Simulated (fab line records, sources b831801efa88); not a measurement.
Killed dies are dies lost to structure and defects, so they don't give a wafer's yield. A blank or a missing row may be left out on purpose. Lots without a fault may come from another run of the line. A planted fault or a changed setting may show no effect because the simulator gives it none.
Chamber matching | flow sfq_line | SFQ_TRILAYER_I0_CMP_CMP_028 on cmp-02: 4 sister chambers
The step polishes SiO2. 7 wafers are shown with their chamber, then 7 later ones without.

WAFERS WITH THEIR CHAMBER
wafer  | chamber | motor_current_A (A) | time_to_endpoint_s (s)
L668.3 | 0       | 10.9                | 199
L668.2 | 3       | 10.2                | 211
L668.4 | 2       | 9.2                 | 218
L669.2 | 2       | 8.8                 | 211
L669.5 | 1       | 9.5                 | 210
L671.2 | 1       | 9.2                 | 203
L671.5 | 0       | 10.4                | 206

WAFERS WITHOUT THEIR CHAMBER
wafer  | motor_current_A (A) | time_to_endpoint_s (s)
L671.6 | 9.7                 | 210
L672.2 | 9.8                 | 208
L672.6 | 9.8                 | 224
L673.4 | 9.5                 | 208
L673.2 | 10.1                | 194
L674.2 | 9.5                 | 208
L674.6 | 9.6                 | 214

WHICH CHAMBER EACH WENT THROUGH
wafer  | from the rows above               | in truth
L671.6 | can't be placed: 1 or 3 or 2      | 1
L672.2 | can't be placed: 3 or 1 or 2 or 0 | 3
L672.6 | can't be placed: 3 or 2 or 1      | 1
L673.4 | can't be placed: 1 or 2 or 3      | 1
L673.2 | can't be placed: 0 or 3 or 1      | 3
L674.2 | can't be placed: 1 or 2 or 3      | 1
L674.6 | can't be placed: 1 or 2 or 3      | 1
Placed correctly: 0 of 7. Can't be placed from these rows: 7 (the true chamber is among the candidates in 7). Placed wrongly: 0.
How it was worked out, from the rows above alone: a wafer's distance from a chamber is the root of the sum, over the readings, of the square of ((its reading less the chamber's mean) divided by the reading's scatter). The wafer belongs to the nearest chamber; if the next one is less than 2 further off, it can't be placed. A chamber's mean is the mean of its shown wafers. The scatter: the root of (the sum of the squares of (reading less its chamber's mean) over the shown wafers, divided by (wafers less chambers)).
